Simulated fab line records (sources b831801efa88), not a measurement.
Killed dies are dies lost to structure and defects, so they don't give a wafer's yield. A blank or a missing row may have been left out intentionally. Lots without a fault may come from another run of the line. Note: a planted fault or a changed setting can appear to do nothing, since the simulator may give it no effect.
fab line records | flow sky130
record: lots: 5 | wafers: 15 | last_day: 49
route steps=708 shown POLY_CUT@312 SD_P@320 PAD_OPEN@708
lots that met no fault: taken from a fault-free run of the same line
start_h: start of the lot's first displayed wafer, in hours after the record's first day | wait_h: hours since the lot's step before | " as in the row above | L1.1+2: one row covering several wafers at once | - either no value or no given start | * or withheld: withheld | < > ~ a bound
route shown NAME@n: names a module that has steps shown in the file, with the first one's number in the route | usual: the fault-free wafers' mean and standard deviation | same: alike in all rows | chamber/n: place in a boat | sites: the reading at each site | _std_site: the values' standard deviation | _edge_site: the outer-site mean with the inner-site mean subtracted | radius_mm: for every site, how far away it sits from the centre of the wafer | mask NAME#n: copy n | behind: tool/chamber where the wafer was last shaped | hold: reason for holding the lot/hours on hold/outcome of the hold | device: names the non-switching transistor (n, p or np) | end of line: the same wafers' tests at the end of the route | for a step that has no rows: nothing shown but its recipe | killed: dies lost to structure and defects at the first sort, not the wafer's yield | map: dies across one wafer; x = killed, . = not, _ = none there
set.NAME: the setting the step ran with; set.NAME@STEP: the setting that earlier step ran with | model.NAME: the simulator's own value behind a step, which no gauge read
lots at some steps of the route; a table a step, a row a wafer
services: a tool's chamber out of use, with start hour (start_h, from the record's first day; less than 0 if before it), hours out, and reason
== steps ==
step: SKY_POLY_CUT_EXPOSE_05
recipe: mask_id: NPCM | na: 0.8 | source_shape: annular | sigma_inner: 0.55 | sigma_outer: 0.85 | target_cd_nm: 270 | dose_mj: 32
step: SKY_POLY_CUT_PEB_06
recipe: peb_temp_c: withheld | peb_time_s: withheld | resist: KrF-thick
step: SKY_POLY_CUT_DEVELOP_07
recipe: develop_time_s: 60 | resist: KrF-thick | dev_temp_c: 21
step: SKY_POLY_CUT_CD_MEAS_08
recipe: target_cd_nm: 270
usual: cd_nm: 269.6/1.5
lot.wafer | tool      | chamber | start_h | wait_h | cd_nm
L430.1    | cd_sem-01 | -       | 573.37  | -      | 267.2
L430.4    | "         | -       | "       | "      | 267.3
L430.5    | "         | -       | "       | "      | 267.3
L437.1    | cd_sem-01 | -       | 625.87  | -      | 269.5
L437.4    | "         | -       | "       | "      | 270.9
L437.6    | "         | -       | "       | "      | 269.6
L441.3    | cd_sem-02 | -       | 662.31  | -      | 268.3
L441.4    | "         | -       | "       | "      | 268.5
L441.6    | "         | -       | "       | "      | 267.5
L444.2    | cd_sem-01 | -       | 683.99  | -      | 270.3
L444.4    | "         | -       | "       | "      | 268.7
L444.5    | "         | -       | "       | "      | 270.5
L446.3    | cd_sem-02 | -       | 701.51  | -      | 269.1
L446.4    | "         | -       | "       | "      | 270.8
L446.5    | "         | -       | "       | "      | 269.1
step: SKY_POLY_CUT_OVL_MEAS_09
usual: POLY_CUT_OVL: -3/5.7
lot.wafer | tool       | chamber | start_h | wait_h | POLY_CUT_OVL[nm]
L430.1    | overlay-01 | -       | 573.49  | 0.1    | -11
L430.4    | "          | -       | "       | "      | -14
L430.5    | "          | -       | "       | "      | -12
L437.1    | overlay-01 | -       | 625.99  | 0.1    | -2
L437.4    | "          | -       | "       | "      | 4
L437.6    | "          | -       | "       | "      | 0
L441.3    | overlay-02 | -       | 662.40  | 0.1    | 0
L441.4    | "          | -       | "       | "      | 0
L441.6    | "          | -       | "       | "      | -1
L444.2    | overlay-02 | -       | 684.09  | 0.1    | 2
L444.4    | "          | -       | "       | "      | 0
L444.5    | "          | -       | "       | "      | 4
L446.3    | overlay-01 | -       | 701.60  | 0.1    | 6
L446.4    | "          | -       | "       | "      | 5
L446.5    | "          | -       | "       | "      | 5
step: SKY_POLY_CUT_ETCH_10
recipe: chemistry: N2/H2 | target: BARC | ion_energy_ev: 200 | source_w: 500 | bias_w: 100 | pressure_mtorr: 30 | n2_flow_sccm: 100 | h2_flow_sccm: 200 | stop_on: SiO2 | time_s: 45.9 | target_depth_a: 600
usual: drypump_motor_current_A: 5.9/0.44 | oes_product_au: 0.854/0.0051 | throttle_valve_pct: 13.224/0.0086
lot.wafer | tool        | chamber | start_h | wait_h | drypump_motor_current_A | oes_product_au | rf_hours_counter_h | throttle_valve_pct
L430.1    | rie_diel-01 | 0       | 573.52  | 0.0    | 6.4                     | 0.859          | 8                  | 13.233
L430.4    | "           | 3       | "       | "      | 5.4                     | 0.855          | 5                  | 13.237
L430.5    | "           | 2       | "       | "      | 5.7                     | 0.856          | -                  | 13.233
L437.1    | rie_diel-02 | 2       | 626.02  | 0.0    | 5.9                     | 0.855          | 38                 | 13.214
L437.4    | "           | 3       | "       | "      | 6.5                     | 0.851          | 14                 | 13.207
L437.6    | "           | 2       | "       | "      | 5.9                     | 0.855          | -                  | 13.236
L441.3    | rie_diel-04 | 1       | 662.42  | 0.0    | 6.2                     | 0.850          | 6                  | 13.216
L441.4    | "           | 0       | "       | "      | 5.9                     | 0.842          | 9                  | 13.235
L441.6    | "           | 2       | "       | "      | 6.2                     | 0.850          | -                  | 13.248
L444.2    | rie_diel-01 | 2       | 684.12  | 0.0    | 5.7                     | 0.849          | 3                  | 13.232
L444.4    | "           | 1       | "       | "      | 5.7                     | 0.850          | 6                  | 13.228
L444.5    | "           | 0       | "       | "      | 6.4                     | 0.847          | -                  | 13.224
L446.3    | rie_diel-02 | 3       | 701.63  | 0.0    | 6.4                     | 0.855          | 16                 | 13.229
L446.4    | "           | 1       | "       | "      | 4.9                     | 0.856          | 1                  | 13.231
L446.5    | "           | 2       | "       | "      | 5.9                     | 0.848          | -                  | 13.240
step: SKY_POLY_CUT_ETCH_11
recipe: target: Si3N4 | chemistry: CF4/CH2F2/Ar | stop_on: poly-Si | source_w: 600 | bias_w: 150 | pressure_mtorr: 40 | cf4_flow_sccm: 40 | ch2f2_flow_sccm: 20 | Ar_flow_sccm: 150 | time_s: 42.5 | target_depth_a: 600
usual: cf4_flow_sccm: 39.99/0.12 | drypump_motor_current_A: 5.9/0.44 | oes_product_au: 0.828/0.006 | throttle_valve_pct: 14.996/0.0097
lot.wafer | tool        | chamber | start_h | wait_h | cf4_flow_sccm | drypump_motor_current_A | oes_product_au | rf_hours_counter_h | throttle_valve_pct
L430.1    | rie_diel-01 | 0       | 573.56  | 0.0    | 39.78         | 6.4                     | 0.832          | 8                  | 15.010
L430.4    | "           | 3       | "       | "      | 39.98         | 5.4                     | 0.827          | 6                  | 15.007
L430.5    | "           | 2       | "       | "      | 39.91         | 5.7                     | 0.836          | -                  | 14.987
L437.1    | rie_diel-02 | 2       | 626.06  | 0.0    | 40.01         | 5.9                     | 0.825          | 38                 | 14.998
L437.4    | "           | 3       | "       | "      | 39.99         | 6.5                     | 0.819          | 14                 | 14.990
L437.6    | "           | 2       | "       | "      | 39.85         | 5.9                     | 0.829          | -                  | 15.000
L441.3    | rie_diel-04 | 1       | 662.46  | 0.0    | 40.06         | 6.2                     | 0.825          | 6                  | 14.987
L441.4    | "           | 0       | "       | "      | 40.06         | 5.9                     | 0.830          | 9                  | 14.992
L441.6    | "           | 2       | "       | "      | 39.93         | 6.2                     | 0.832          | -                  | 14.999
L444.2    | rie_diel-01 | 2       | 684.16  | 0.0    | 39.92         | 5.7                     | 0.826          | 3                  | 14.995
L444.4    | "           | 1       | "       | "      | 39.93         | 5.7                     | 0.840          | 7                  | 14.990
L444.5    | "           | 0       | "       | "      | 39.96         | 6.4                     | 0.834          | -                  | 14.990
L446.3    | rie_diel-02 | 3       | 701.67  | 0.0    | 39.93         | 6.5                     | 0.819          | 16                 | 14.999
L446.4    | "           | 1       | "       | "      | 39.92         | 5.0                     | 0.823          | 1                  | 15.013
L446.5    | "           | 2       | "       | "      | 40.06         | 5.9                     | 0.829          | -                  | 14.974
step: SKY_POLY_CUT_STRIP_12
recipe: chemistry: O2/N2 | power_w: 1400 | pressure_mtorr: 1500 | platen_temp_c: withheld | o2_flow_sccm: 3000 | n2_flow_sccm: 300 | overash_fraction: 0.5
usual: drypump_motor_current_A: 5.6/0.41 | oes_product_au: 0.452/0.0042 | strip_time_to_endpoint_s: 5.349/0.016
lot.wafer | tool            | chamber | start_h | wait_h | drypump_motor_current_A | oes_product_au | rf_hours_counter_h | strip_time_to_endpoint_s
L430.1    | plasma_asher-04 | 1       | 573.60  | 0.0    | 5.4                     | 0.449          | 84                 | 5.343
L430.4    | "               | 1       | "       | "      | 5.3                     | 0.449          | -                  | 5.353
L430.5    | "               | 1       | "       | "      | 5.3                     | 0.453          | -                  | 5.349
L437.1    | plasma_asher-04 | 0       | 626.10  | 0.0    | 5.6                     | 0.448          | 89                 | 5.368
L437.4    | "               | 1       | "       | "      | 5.3                     | 0.456          | -                  | 5.341
L437.6    | "               | 0       | "       | "      | 5.6                     | 0.455          | -                  | 5.367
L441.3    | plasma_asher-02 | 1       | 662.54  | 0.1    | 4.9                     | 0.452          | -                  | 5.367
L441.4    | "               | 0       | "       | "      | 6.0                     | 0.448          | -                  | 5.361
L441.6    | "               | 0       | "       | "      | 6.0                     | 0.453          | -                  | 5.349
L444.2    | plasma_asher-01 | 0       | 684.20  | 0.0    | 5.5                     | 0.449          | 25                 | 5.344
L444.4    | "               | 0       | "       | "      | 5.5                     | 0.452          | -                  | 5.345
L444.5    | "               | 1       | "       | "      | 6.1                     | 0.456          | -                  | 5.330
L446.3    | plasma_asher-02 | 0       | 701.74  | 0.1    | 6.0                     | 0.456          | -                  | 5.346
L446.4    | "               | 1       | "       | "      | 4.9                     | 0.457          | -                  | 5.351
L446.5    | "               | 0       | "       | "      | 6.0                     | 0.456          | -                  | 5.344
step: SKY_SD_P_DEHYDRATE_00
recipe: temp_c: 200 | time_s: 60
step: SKY_SD_P_HMDS_01
recipe: prime_time_s: 60 | prime_temp_c: 120
step: SKY_SD_P_COAT_02
recipe: resist: NOVOLAK | spin_rpm: 3000 | resist_thk_nm: 1140
step: SKY_SD_P_SOFTBAKE_03
recipe: temp_c: 90 | time_s: 60 | resist: NOVOLAK
step: SKY_SD_P_EXPOSE_04
recipe: mask_id: PSDM | na: 0.6 | source_shape: conventional | sigma_outer: 0.6 | polarization: unpolarized | target_cd_nm: 380 | dose_mj: 138
usual: focus_offset_nm: 0.0/0.54
same: na: 0.6
lot.wafer | tool             | chamber | start_h | wait_h | mask   | focus_offset_nm
L430.1    | iline_stepper-01 | 0       | 587.69  | -      | PSDM#0 | 0.3
L430.4    | "                | 0       | "       | "      | PSDM#0 | 0.2
L430.5    | "                | 0       | "       | "      | PSDM#0 | 0.1
L437.1    | iline_stepper-01 | 0       | 641.36  | -      | NSDM#0 | 0.6
L437.4    | "                | 0       | "       | "      | NSDM#0 | -0.4
L437.6    | "                | 0       | "       | "      | NSDM#0 | -0.9
L441.3    | iline_stepper-02 | 0       | 677.55  | -      | PSDM#0 | 1.2
L441.4    | "                | 0       | "       | "      | PSDM#0 | 1.4
L441.6    | "                | 0       | "       | "      | PSDM#0 | 1.2
L444.2    | iline_stepper-02 | 0       | 699.07  | -      | PSDM#0 | 0.1
L444.4    | "                | 0       | "       | "      | PSDM#0 | 0.5
L444.5    | "                | 0       | "       | "      | PSDM#0 | 0.2
L446.3    | iline_stepper-01 | 0       | 715.26  | -      | PSDM#0 | 0.2
L446.4    | "                | 0       | "       | "      | PSDM#0 | -0.6
L446.5    | "                | 0       | "       | "      | PSDM#0 | -0.4
step: SKY_SD_P_PEB_05
recipe: temp_c: withheld | time_s: * | resist: NOVOLAK
step: SKY_SD_P_DEVELOP_06
recipe: resist: NOVOLAK | developer: TMAH | develop_time_s: 60 | dev_temp_c: 23
step: SKY_SD_P_CD_MEAS_07
recipe: target_cd_nm: 380
usual: cd_nm: 379.9/2.4
lot.wafer | tool      | chamber | start_h | wait_h | cd_nm
L430.1    | cd_sem-02 | -       | 601.97  | 0.1    | 378.5
L430.4    | "         | -       | "       | "      | 374.7
L430.5    | "         | -       | "       | "      | 376.4
L437.1    | cd_sem-02 | -       | 655.78  | 0.1    | -
L437.4    | "         | -       | "       | "      | -
L437.6    | "         | -       | "       | "      | -
L441.3    | cd_sem-02 | -       | 690.77  | 0.1    | 382.1
L441.4    | "         | -       | "       | "      | 382.0
L441.6    | "         | -       | "       | "      | 381.6
L444.2    | cd_sem-02 | -       | 712.64  | 0.1    | 378.5
L444.4    | "         | -       | "       | "      | 381.0
L444.5    | "         | -       | "       | "      | 382.3
L446.3    | cd_sem-01 | -       | 730.25  | 0.1    | 381.6
L446.4    | "         | -       | "       | "      | 381.1
L446.5    | "         | -       | "       | "      | 380.5
step: SKY_SD_P_OVL_MEAS_08
usual: SD_P_OVL: 0.2/1.6
lot.wafer | tool       | chamber | start_h | wait_h | SD_P_OVL[nm]
L430.1    | overlay-01 | -       | 602.09  | 0.1    | -2.1
L430.4    | "          | -       | "       | "      | -0.2
L430.5    | "          | -       | "       | "      | -2.3
L437.1    | overlay-02 | -       | 655.90  | 0.1    | -
L437.4    | "          | -       | "       | "      | -
L437.6    | "          | -       | "       | "      | -
L441.3    | overlay-01 | -       | 690.86  | 0.1    | 0.6
L441.4    | "          | -       | "       | "      | 4.0
L441.6    | "          | -       | "       | "      | 1.2
L444.2    | overlay-02 | -       | 712.75  | 0.1    | 0.6
L444.4    | "          | -       | "       | "      | -1.8
L444.5    | "          | -       | "       | "      | -0.4
L446.3    | overlay-02 | -       | 730.34  | 0.1    | 0.3
L446.4    | "          | -       | "       | "      | 0.1
L446.5    | "          | -       | "       | "      | -0.9
step: SKY_SD_P_IMPLANT_09
recipe: species: BF2 | energy_kev: 20 | dose_cm2: 3e+15 | tilt_deg: 0
step: SKY_SD_P_STRIP_10
recipe: chemistry: O2/N2 | power_w: 1400 | pressure_mtorr: 1500 | platen_temp_c: withheld | o2_flow_sccm: 3000 | n2_flow_sccm: 300 | overash_fraction: 0.5
usual: drypump_motor_current_A: 5.58/0.26 | oes_product_au: 0.617/0.0044 | strip_time_to_endpoint_s: 17.49/0.04
lot.wafer | tool            | chamber | start_h | wait_h | drypump_motor_current_A | oes_product_au | rf_hours_counter_h | strip_time_to_endpoint_s
L430.1    | plasma_asher-01 | 1       | 602.28  | 0.1    | 6.12                    | 0.614          | 17                 | 17.50
L430.4    | "               | 1       | "       | "      | 6.13                    | 0.619          | -                  | 17.52
L430.5    | "               | 1       | "       | "      | 6.10                    | 0.620          | -                  | 17.52
L437.1    | plasma_asher-04 | 0       | 656.09  | 0.1    | 5.62                    | 0.625          | 92                 | 17.48
L437.4    | "               | 1       | "       | "      | 5.34                    | 0.620          | -                  | 17.48
L437.6    | "               | 1       | "       | "      | 5.32                    | 0.619          | -                  | 17.46
L441.3    | plasma_asher-03 | 1       | 691.07  | 0.1    | 5.96                    | 0.609          | -                  | 17.49
L441.4    | "               | 0       | "       | "      | 5.43                    | 0.620          | -                  | 17.48
L441.6    | "               | 0       | "       | "      | 5.44                    | 0.623          | -                  | 17.54
L444.2    | plasma_asher-04 | 1       | 712.93  | 0.1    | 5.31                    | 0.620          | 98                 | 17.50
L444.4    | "               | 0       | "       | "      | 5.64                    | 0.621          | -                  | 17.50
L444.5    | "               | 0       | "       | "      | 5.62                    | 0.618          | -                  | 17.49
L446.3    | plasma_asher-04 | 1       | 730.54  | 0.1    | 5.34                    | 0.618          | -                  | 17.51
L446.4    | "               | 0       | "       | "      | 5.68                    | 0.628          | -                  | 17.56
L446.5    | "               | 1       | "       | "      | 5.36                    | 0.614          | -                  | 17.49
step: SKY_SD_P_TW_MEAS_11
usual: SD_P_TW: 2843/18
lot.wafer | tool          | chamber | start_h | wait_h | hold                     | SD_P_TW
L430.1    | film_metro-01 | -       | 602.38  | 0.1    | -                        | 2833
L430.4    | "             | -       | "       | "      | -                        | 2846
L430.5    | "             | -       | "       | "      | -                        | 2833
L437.1    | film_metro-02 | -       | 656.19  | 0.1    | await_dispo/0.2h/release | 30
L437.4    | "             | -       | "       | "      | await_dispo/0.2h/release | 30
L437.6    | "             | -       | "       | "      | await_dispo/0.2h/release | 30
L437.1    | film_metro-02 | -       | 656.41  | 0.2    | -                        | 30
L437.4    | "             | -       | "       | "      | -                        | 30
L437.6    | "             | -       | "       | "      | -                        | 30
L441.3    | film_metro-02 | -       | 691.16  | 0.1    | -                        | 2829
L441.4    | "             | -       | "       | "      | -                        | 2834
L441.6    | "             | -       | "       | "      | -                        | 2832
L444.2    | film_metro-02 | -       | 713.04  | 0.1    | -                        | 2861
L444.4    | "             | -       | "       | "      | -                        | 2837
L444.5    | "             | -       | "       | "      | -                        | 2838
L446.3    | film_metro-03 | -       | 730.63  | 0.1    | -                        | 2891
L446.4    | "             | -       | "       | "      | -                        | 2874
L446.5    | "             | -       | "       | "      | -                        | 2863
step: SKY_PAD_OPEN_PROBE_99
usual: defect_limited_yield: 82.5/2 | killed_at_M0_to_M3: 44/6.9 | killed_at_M4_up: 3.1/1.7 | killed_at_contacts: 25/5.6 | killed_at_front_end: 14/4.3 | killed_dies: 86/9.8 | killed_open: 47/6.5 | killed_short: 39/6.6 | sort_bin_3_pad_short: 0.8/0.46 | sort_bin_5_function: 10.3/1.5 | sort_bin_6_memory: 6.4/1 | sort_n_pass: 406/9.8 | sort_yield_pct: 82.5/2
same: gross_dies: 492 | killed_at_back_side: 0 | killed_at_other: 0 | sort_bin_4_leakage[%]: 0 | sort_bin_8_speed[%]: 0
lot.wafer | tool      | chamber | start_h | wait_h | defect_limited_yield[%] | killed_at_M0_to_M3 | killed_at_M4_up | killed_at_contacts | killed_at_front_end | killed_dies | killed_open | killed_short | sort_bin_3_pad_short[%] | sort_bin_5_function[%] | sort_bin_6_memory[%] | sort_n_pass | sort_yield_pct[%]
L430.1    | prober-02 | -       | 1092.53 | 0.1    | 82.1                    | 42                 | 3               | 27                 | 16                  | 88          | 52          | 36           | 0.4                     | 10.4                   | 7.1                  | 404         | 82.1
L430.4    | prober-02 | -       | 1092.68 | 0.2    | 82.1                    | 47                 | 1               | 29                 | 11                  | 88          | 51          | 37           | 1.0                     | 9.6                    | 7.3                  | 404         | 82.1
L430.5    | prober-02 | -       | 1092.73 | 0.2    | 85.2                    | 38                 | 2               | 17                 | 16                  | 73          | 45          | 28           | 0.8                     | 9.3                    | 4.7                  | 419         | 85.2
L441.3    | prober-01 | -       | 1156.84 | 0.2    | 81.9                    | 44                 | 3               | 18                 | 24                  | 89          | 55          | 34           | 0.2                     | 10.0                   | 7.9                  | 403         | 81.9
L441.4    | prober-01 | -       | 1156.89 | 0.2    | 80.3                    | 46                 | 6               | 28                 | 17                  | 97          | 54          | 43           | 0.6                     | 12.8                   | 6.3                  | 395         | 80.3
L441.6    | prober-01 | -       | 1156.99 | 0.2    | 84.6                    | 44                 | 4               | 19                 | 9                   | 76          | 42          | 34           | 1.0                     | 8.5                    | 5.9                  | 416         | 84.6
L444.2    | prober-02 | -       | 1172.92 | 0.1    | 83.9                    | 45                 | 1               | 21                 | 12                  | 79          | 36          | 43           | 0.8                     | 9.6                    | 5.7                  | 413         | 83.9
L444.4    | prober-02 | -       | 1173.02 | 0.2    | 82.9                    | 40                 | 5               | 27                 | 12                  | 84          | 45          | 39           | 0.4                     | 10.8                   | 5.9                  | 408         | 82.9
L444.5    | prober-02 | -       | 1173.07 | 0.2    | 83.5                    | 41                 | 2               | 23                 | 15                  | 81          | 47          | 34           | 0.4                     | 9.6                    | 6.5                  | 411         | 83.5
L446.3    | prober-02 | -       | 1181.87 | 0.2    | 81.3                    | 43                 | 2               | 34                 | 13                  | 92          | 52          | 40           | 0.8                     | 11.6                   | 6.3                  | 400         | 81.3
L446.4    | prober-02 | -       | 1181.92 | 0.2    | 81.9                    | 45                 | 6               | 22                 | 16                  | 89          | 45          | 44           | 0.6                     | 10.0                   | 7.5                  | 403         | 81.9
L446.5    | prober-02 | -       | 1181.97 | 0.2    | 83.3                    | 47                 | 6               | 16                 | 13                  | 82          | 42          | 40           | 1.0                     | 7.7                    | 7.9                  | 410         | 83.3
killed by level:class
L430.1 LI_CONTACT:geometric_particle:open=9 VIA1:geometric_particle:open=9 FIELD_ISO:geometric_particle:open=7 CONTACT:geometric_particle:open=6 VIA2:geometric_particle:open=6 VIA3:geometric_particle:open=6 VIA3:geometric_particle:short=6 CONTACT:geometric_particle:short=5
L430.4 LI_CONTACT:geometric_particle:open=11 CONTACT:geometric_particle:open=9 VIA1:geometric_particle:open=8 METAL1:geometric_particle:short=8 VIA3:geometric_particle:open=8 VIA1:geometric_particle:short=6 CONTACT:geometric_particle:short=5 METAL2:geometric_particle:short=4
L430.5 VIA1:geometric_particle:open=11 LI_CONTACT:geometric_particle:open=8 FIELD_ISO:geometric_particle:open=6 METAL1:geometric_particle:short=5 VIA2:geometric_particle:open=5 VIA3:geometric_particle:open=5 CONTACT:geometric_particle:open=4 POLY_GATE:geometric_particle:open=4
L441.3 VIA1:geometric_particle:open=13 POLY_GATE:geometric_particle:open=9 CONTACT:geometric_particle:open=8 VIA3:geometric_particle:open=7 VIA2:geometric_particle:open=6 POLY_GATE:geometric_particle:short=5 FIELD_ISO:geometric_particle:open=4 LI_CONTACT:geometric_particle:open=4
L441.4 VIA1:geometric_particle:open=13 CONTACT:geometric_particle:short=9 VIA2:geometric_particle:open=9 LI_CONTACT:geometric_particle:open=8 CONTACT:geometric_particle:open=7 FIELD_ISO:geometric_particle:short=6 METAL1:geometric_particle:short=6 FIELD_ISO:geometric_particle:open=5
L441.6 VIA1:geometric_particle:open=12 CONTACT:geometric_particle:open=8 CONTACT:geometric_particle:short=6 VIA1:geometric_particle:short=6 METAL1:geometric_particle:short=5 METAL1:geometric_particle:open=5 FIELD_ISO:geometric_particle:open=4 VIA3:geometric_particle:open=4
L444.2 LI_CONTACT:geometric_particle:open=10 METAL2:geometric_particle:short=9 VIA1:geometric_particle:open=8 POLY_GATE:geometric_particle:short=7 METAL1:geometric_particle:short=6 CONTACT:geometric_particle:open=5 VIA3:geometric_particle:open=5 VIA2:geometric_particle:open=4
L444.4 VIA1:geometric_particle:open=14 CONTACT:geometric_particle:open=10 LI_CONTACT:geometric_particle:open=7 POLY_GATE:geometric_particle:open=4 LOCAL_INTERCONNECT:geometric_particle:short=4 CONTACT:geometric_particle:short=4 VIA1:geometric_particle:short=4 VIA2:geometric_particle:short=4
L444.5 VIA1:geometric_particle:open=11 LI_CONTACT:geometric_particle:open=9 CONTACT:geometric_particle:open=9 VIA2:geometric_particle:open=8 METAL1:geometric_particle:short=6 FIELD_ISO:geometric_particle:open=5 VIA1:geometric_particle:short=5 POLY_GATE:geometric_particle:short=4
L446.3 CONTACT:geometric_particle:open=14 VIA1:geometric_particle:open=10 VIA2:geometric_particle:open=9 LI_CONTACT:geometric_particle:short=6 LOCAL_INTERCONNECT:geometric_particle:short=5 METAL2:geometric_particle:short=5 VIA3:geometric_particle:open=4 CONTACT:geometric_particle:short=4
L446.4 VIA1:geometric_particle:open=10 FIELD_ISO:geometric_particle:open=7 VIA1:geometric_particle:short=7 CONTACT:geometric_particle:open=6 POLY_GATE:geometric_particle:short=5 LI_CONTACT:geometric_particle:open=5 METAL1:geometric_particle:short=5 VIA2:geometric_particle:short=5
L446.5 VIA1:geometric_particle:open=10 VIA2:geometric_particle:open=6 VIA3:geometric_particle:open=6 METAL4:geometric_particle:short=6 CONTACT:geometric_particle:short=5 METAL1:geometric_particle:short=5 METAL2:geometric_particle:short=5 METAL3:geometric_particle:short=5
== services ==
tool             | chamber | start_h | hours | kind
plasma_asher-02  | -       | 557.36  | 2.8   | pm
iline_stepper-01 | -       | 558.19  | 1.7   | pm
plasma_asher-04  | -       | 563.32  | 2.1   | repair
rie_diel-02      | 2       | 564.81  | 5.3   | repair
iline_stepper-02 | -       | 578.01  | 2.5   | repair
plasma_asher-02  | -       | 619.89  | 4.2   | repair
rie_diel-04      | 0       | 624.64  | 5.5   | repair
rie_diel-04      | 3       | 631.98  | 5.3   | repair
rie_diel-02      | 0       | 639.55  | 5.8   | repair
rie_diel-01      | -       | 640.30  | 2.6   | repair
rie_diel-02      | 1       | 647.02  | -     | clean
rie_diel-02      | 1       | 647.02  | 18.4  | scheduled_down
rie_diel-02      | 1       | 647.02  | 18.4  | vent_cycle
rie_diel-01      | 0       | 651.38  | 11.2  | repair
plasma_asher-02  | -       | 687.23  | 1.1   | repair
rie_diel-02      | 3       | 695.33  | 5.2   | repair
iline_stepper-02 | -       | 718.87  | 19.8  | repair
rie_diel-04      | 2       | 726.16  | -     | clean
rie_diel-04      | 2       | 726.16  | 17.2  | scheduled_down
rie_diel-04      | 2       | 726.16  | 17.2  | vent_cycle
== key ==
first_sign: step: SKY_SD_P_EXPOSE_04 | reading: mask | direction: changed
effect: step: SKY_SD_P_CD_MEAS_07 | reading: cd_nm | direction: missing
effect: step: SKY_SD_P_OVL_MEAS_08 | reading: SD_P_OVL | direction: missing
effect: step: SKY_SD_P_TW_MEAS_11 | reading: visit | direction: added
effect: step: SKY_SD_P_TW_MEAS_11 | reading: SD_P_TW | direction: down | sigmas: 99+ | usual: 2843 | struck: 30
met_at SKY_SD_P_EXPOSE_04
struck_wafers L437.1,L437.4,L437.6
scrapped_behind SKY_SD_P_TW_MEAS_11 L437.1,L437.4,L437.6
onset_between 587.69 641.36
fault: kind: wrong_mask | tool: any | chamber: - | onset_h: 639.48 | steps: SKY_SD_P_EXPOSE_04 | aux_copy: NSDM#0 | scope: struck_lots_only
